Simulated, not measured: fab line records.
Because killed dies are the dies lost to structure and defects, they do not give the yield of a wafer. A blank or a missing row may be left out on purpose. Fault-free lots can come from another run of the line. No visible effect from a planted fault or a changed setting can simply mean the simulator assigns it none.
Chamber matching    flow gf180mcu    GF_V5_CMP_26 on cmp-01 has 4 sister chambers
The step polishes, stops on SiO2, t overpolish 15 s, target thk 0 nm. 4 wafers are shown with their chamber, then 7 later ones without.

== EACH WAFER AND ITS CHAMBER ==
wafer   chamber  motor_current_A (A)
L151.1  2        12.6
L152.5  1        10.6
L153.6  0        8.7
L157.3  3        9.2

== WAFERS MISSING THEIR CHAMBER ==
wafer   motor_current_A (A)
L157.4  10.4
L157.5  8.7
L160.1  10.7
L160.2  12.5
L166.1  8.6
L166.4  10.2
L166.6  9.1

== WHICH CHAMBER EACH ONE RAN IN ==
wafer   from the rows above      in truth
L157.4  1                        1
L157.5  0                        0
L160.1  1                        1
L160.2  2                        2
L166.1  0                        0
L166.4  1                        1
L166.6  can't be placed: 3 or 0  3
Correctly placed: 6 of 7. Cannot be placed on the basis of these rows: 1; the candidates contain the true chamber in 1. Wrongly placed: 0.
How it was worked out, from the rows above alone: a wafer's distance from a chamber is the root of the sum, over the readings, of the square of ((its reading less the chamber's mean) divided by the reading's scatter). If the next closest chamber is less than 2 further off than the closest, the wafer can't be placed; otherwise it belongs to the closest. The mean given for a chamber averages the wafers shown for that chamber. The scatter: root of mean squared gap, hidden wafer to nearest shown wafer, with one shown wafer a chamber.
